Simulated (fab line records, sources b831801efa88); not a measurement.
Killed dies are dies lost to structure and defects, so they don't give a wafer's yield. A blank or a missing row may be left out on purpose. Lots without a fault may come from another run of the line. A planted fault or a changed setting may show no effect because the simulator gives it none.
A struck lot beside a sound one | flow sky130 | 34 steps out of a route of 708
Sound: wafers L248.1, L248.2, L248.5. Struck: wafer L257.6. (L257.1, L257.4 of the same lot were not struck and are left out.) The cause comes at the end.
At each step with rows: each side's tool, then ch and its chambers, then its first start. Under that, the readings that differ: sound wafers | struck wafers | difference of the means | sigmas: that difference in standard deviations of wafers without a fault.
alike: readings whose means differ by less than 2 such deviations, and words and numbers that are the same on both sides. not compared: withheld readings, readings that some wafer has no value for, bounds like >300 that may hide the same value, and numbers for which the record gives no deviation and whose values overlap.
The two part at a step that has a row with sigmas, a row that says differs or no value, or rows on one side only. Numbers that don't overlap but have no deviation are shown without sigmas and don't part them. A reading that every wafer of one side lacks parts them only if that side has two wafers or more.

first, 9 steps without rows for these wafers: SKY_LI_CONTACT_CMP_02 (polishes PSG); SKY_LI_CONTACT_DEHYDRATE_04 (time 60 s); SKY_LI_CONTACT_HMDS_05 (prime time 60 s); SKY_LI_CONTACT_COAT_06 (resist thk 60 nm); SKY_LI_CONTACT_COAT_07 (resist thk 450 nm); SKY_LI_CONTACT_SOFTBAKE_08 (time 90 s); SKY_LI_CONTACT_EXPOSE_09 (exposes mask LICM1, target cd 170 nm); SKY_LI_CONTACT_PEB_10; SKY_LI_CONTACT_DEVELOP_11 (develop time 60 s).
SKY_LI_CONTACT_ETCH_14: etches BARC in N2/H2, stops on SiO2, time 45.9 s, target depth 60 nm.
  sound on rie_diel-01 ch 1,3, day 31 19:03; struck on rie_diel-01 ch 1, day 34 17:53
  reading                | sound                | struck | difference | sigmas
  throttle_valve_pct (%) | 13.235 13.226 13.227 | 13.203 | -0.026     | -3
  alike: drypump_motor_current_A, h2_flow_sccm, oes_product_au
  not compared: rf_hours_counter_h
then, 23 steps without rows for these wafers: SKY_LI_CONTACT_ETCH_15 (etches PSG in C4F8/O2/Ar, stops on Si, target depth 600 nm); SKY_LI_CONTACT_STRIP_16 (strips in O2/N2); SKY_LI_CONTACT_CLEAN_17 (cleans in NMP, time 600 s); SKY_LI_CONTACT_PRE_CLEAN_18 (time 5.6 s); SKY_LI_CONTACT_SPUTTER_19 (material Ti, target thk 20 nm, time 106.37 s); SKY_LI_CONTACT_SPUTTER_20 (material TiN, target thk 20 nm, time 80 s); SKY_LI_CONTACT_CVD_21 (deposits W, target thk 400 nm, time 120.56 s); SKY_LI_CONTACT_CMP_24 (polishes, stops on PSG, t overpolish 20 s, target thk 0 nm); SKY_LOCAL_INTERCONNECT_SPUTTER_00 (material TiN, target thk 100 nm, time 83.3 s); SKY_LOCAL_INTERCONNECT_DEHYDRATE_03 (time 60 s); SKY_LOCAL_INTERCONNECT_HMDS_04 (prime time 60 s); SKY_LOCAL_INTERCONNECT_COAT_05 (resist thk 60 nm); SKY_LOCAL_INTERCONNECT_COAT_06 (resist thk 450 nm); SKY_LOCAL_INTERCONNECT_SOFTBAKE_07 (time 90 s); SKY_LOCAL_INTERCONNECT_EXPOSE_08 (exposes mask LI1M, target cd 170 nm); SKY_LOCAL_INTERCONNECT_PEB_09; SKY_LOCAL_INTERCONNECT_DEVELOP_10 (develop time 60 s); SKY_LOCAL_INTERCONNECT_ETCH_13 (etches BARC in N2/H2, stops on SiO2, time 45.9 s, target depth 60 nm); SKY_LOCAL_INTERCONNECT_METAL_ETCH_14 (etches TiN in Cl2/BCl3, stops on PSG, target depth 110 nm, time 31.4 s); SKY_LOCAL_INTERCONNECT_STRIP_15 (strips in O2/N2); SKY_LOCAL_INTERCONNECT_STRIP_16 (strips in post etch residue remover, time 1200 s); SKY_LOCAL_INTERCONNECT_CLEAN_17 (cleans in IPA, time 180 s); SKY_LOCAL_INTERCONNECT_CLEAN_18 (cleans in O3/DIW).
-- the record jumps here: 15 days lie between the struck wafers' starts before and after (it left off in module LOCAL_INTERCONNECT and takes up again in module PAD_OPEN, whose first step shown is number 708 of the route) --
SKY_PAD_OPEN_PROBE_99:
  the record has rows for the struck wafers here (prober-01, day 50 02:41) and none for the sound ones

WHERE THEY PART
First at SKY_LI_CONTACT_ETCH_14; last, within this record, at SKY_PAD_OPEN_PROBE_99.

WHY: what the simulator had put in
Chamber particle source: rie_diel-01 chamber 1, from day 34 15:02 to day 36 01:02, at SKY_LI_CONTACT_ETCH_14. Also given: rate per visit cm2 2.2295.
